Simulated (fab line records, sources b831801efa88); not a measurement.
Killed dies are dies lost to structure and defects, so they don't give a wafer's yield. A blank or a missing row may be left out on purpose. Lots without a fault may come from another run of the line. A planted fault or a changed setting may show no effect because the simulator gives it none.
Problem report in the 8D (eight disciplines) form, filled by code | flow gf180mcu | the parts of the form that need people (team, actions taken, sign-off) are left out

1. THE PROBLEM
TOP_METAL_ALCU_RS at GF_TOP_METAL_RS_MEAS_05 reads a mean of 0.0348 ohm/sq on 2 wafers of 2 lots; wafers without a fault read 0.0326 ohm/sq with a standard deviation of 0.00037. That is +5.8 standard deviations from the usual mean.
The step: measures by four-point-probe.
First seen on wafer L627.5, day 30 22:55, on film_metro-02. The record holds 28 wafers of 10 lots with a number at this step. Rule for "out", or "out of limits": more than 4 standard deviations from the usual mean. The other wafers with a number count as sound.

2. WHAT IT IS AND WHAT IT IS NOT
question                    | is                           | is not
which readings at this step | TOP_METAL_ALCU_RS            | -
which lots                  | L627, L628                   | L617, L618, L619, L633, L635, L636, L637, L639
which wafers of those lots  | L627.5, L628.5               | L627.4, L628.4
read on which gauges        | film_metro-02, film_metro-03 | film_metro-01
when                        | from day 30 22:55            | up to then (10 sound wafers); but 16 sound wafers of L628, L633, L635, L636, L637, L639 came after

3. SUSPECTS, AND WHAT RULES EACH OUT
Counting: a tool at a process step up to the reading stays a suspect if it ran every lot that is out. Sound lots after the first of them don't rule it out here, since some wafers of a struck lot are sound.
- the gauge at GF_TOP_METAL_RS_MEAS_05: ruled out. The wafers that are out were read on 2 gauges (film_metro-02, film_metro-03).
- cmp-01 at GF_V5_CMP_26 (polishes, stops on SiO2, t overpolish 15 s, target thk 0 nm): kept. It ran every lot that is out, first L627 (day 30 22:29); its last sound lot up to then is L617 (day 27 05:08).
- pvd_sputter-02 at GF_TOP_METAL_SPUTTER_02 (material AlCu, target thk 900 nm, time 47.82 s): kept. It ran every lot that is out, first L627 (day 30 22:46); its last sound lot up to then is L618 (day 27 14:10).
- Within cmp-01 at GF_V5_CMP_26: the wafers that are out ran in chambers 1, 3; their sound lot-mates ran in chamber 0.
Left after counting: cmp-01 at GF_V5_CMP_26, pvd_sputter-02 at GF_TOP_METAL_SPUTTER_02.

4. THE CAUSE (what the simulator had put in)
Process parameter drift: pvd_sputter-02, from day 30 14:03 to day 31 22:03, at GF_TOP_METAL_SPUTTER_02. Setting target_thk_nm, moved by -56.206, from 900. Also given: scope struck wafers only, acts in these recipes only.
Counting left 2 suspects, and this tool is among them.

5. THE CHAIN OF EFFECTS, in route order
Each row: a reading whose mean over the struck wafers that have a number lies more than 3 standard deviations from the usual. Only readings for which the record gives a usual standard deviation are gone through. hours: the time from each lot's start at the first step in this table that gives one to its start at this step, as a median over the lots. sigmas: the change in usual standard deviations.
hours | step                     | reading            | usual         | on struck wafers | change  | sigmas
0     | GF_TOP_METAL_RS_MEAS_05  | TOP_METAL_ALCU_RS  | 0.0326 ohm/sq | 0.0348           | +0.0022 | +5.8
4     | GF_TOP_METAL_THK_MEAS_06 | TOP_METAL_ALCU_THK | 929 nm        | 878              | -50     | -4.2
39    | GF_PASSIVATION_PROBE_99  | killed_at_other    | 0.1           | 1.0              | +0.9    | +3.3
The process steps in it:
- GF_PASSIVATION_PROBE_99

6. WHAT WOULD HAVE CAUGHT IT SOONER
In this record the first reading out of limits at a measuring or inspecting step was taken at day 30 22:55, 9 hours after the fault began at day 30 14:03.
Of the tool readings at GF_TOP_METAL_SPUTTER_02 for which the record gives a usual standard deviation, none was out on any struck wafer, so an alarm limit of 4 standard deviations on them would not have fired.
Of the lots that are out (2), L628 began GF_TOP_METAL_SPUTTER_02 on pvd_sputter-02 after day 30 22:55. A hold on the tool at that time would have spared it.
